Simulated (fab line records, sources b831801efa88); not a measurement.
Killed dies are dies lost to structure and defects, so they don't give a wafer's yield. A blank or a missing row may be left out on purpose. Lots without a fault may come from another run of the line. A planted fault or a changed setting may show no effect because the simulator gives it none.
One fault seen from 2 desks | flow sky130 | each desk has only its own numbers; what lay behind them comes last

THE METROLOGY DESK
What the gauges read, lot by lot, whatever tool the lot ran on: means of the sampled wafers that have a number. A lot is out of limits, marked OUT, if its mean lies more than 4 standard deviations from the usual mean; the brackets give that distance.
Columns: A = VT_ADJUST_PCH_TW at SKY_VT_ADJUST_PCH_TW_MEAS_10, usual 143.9; B = cd_nm at SKY_SONOS_TUNNEL_CD_MEAS_07, usual 409.6 nm; C = SONOS_TUNNEL_OVL at SKY_SONOS_TUNNEL_OVL_MEAS_08, usual -0.4 nm
lot  | first seen here | A     | B     | C
L118 | day 10 16:49    | 140.2 | 411.5 | 0.3
L126 | day 12 23:22    | 145.0 | 411.9 | -0.3
L128 | day 13 16:19    | 145.3 | 410.4 | -0.7
L129 | day 13 23:07    | 146.0 | 412.6 | 0.8
L133 | day 15 04:59    | 140.6 | 410.3 | -0.4
L141 | day 19 00:55    | 139.9 | 411.9 | -0.7
This desk's finding: nothing out of limits on any of the 6 lots.

THE TOOL OWNER'S DESK: implanter-01
The tool's own readings at SKY_SONOS_TUNNEL_IMPLANT_09: means of the sampled wafers that have a number, for each lot that ran on this tool. A lot is out of limits, marked OUT, if its mean lies more than 4 standard deviations from the usual mean; the brackets give that distance.
Columns: A = beam_energy_keV at SKY_SONOS_TUNNEL_IMPLANT_09, usual 19.999
lot  | first seen here | A
L118 | day 11 15:55    | 20.000
L128 | day 14 18:14    | 18.923 (-99 or more) OUT
L129 | day 15 01:44    | 18.912 (-99 or more) OUT
L141 | day 20 07:25    | 20.002
This desk's finding: out of limits on L128, L129; first on L128, day 14 18:14 (beam_energy_keV at SKY_SONOS_TUNNEL_IMPLANT_09). In limits: L118, L141.

PUT TOGETHER
The tool owner's desk could have raised an alarm at day 14 18:14, on L128, L129.
The metrology desk saw nothing out of limits.
The metrology desk has L128, L129 on record, within its limits.
Of the lots named, all ran SKY_SONOS_TUNNEL_IMPLANT_09 on implanter-01.

WHAT THE SIMULATOR HAD PUT IN
Process parameter drift: implanter-01, from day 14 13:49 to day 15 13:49, at SKY_SONOS_TUNNEL_IMPLANT_09. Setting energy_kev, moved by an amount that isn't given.
Lots struck among those shown: L128, L129.
Hours from the fault's start to each desk's first reading out of limits: the tool owner's desk, 4.
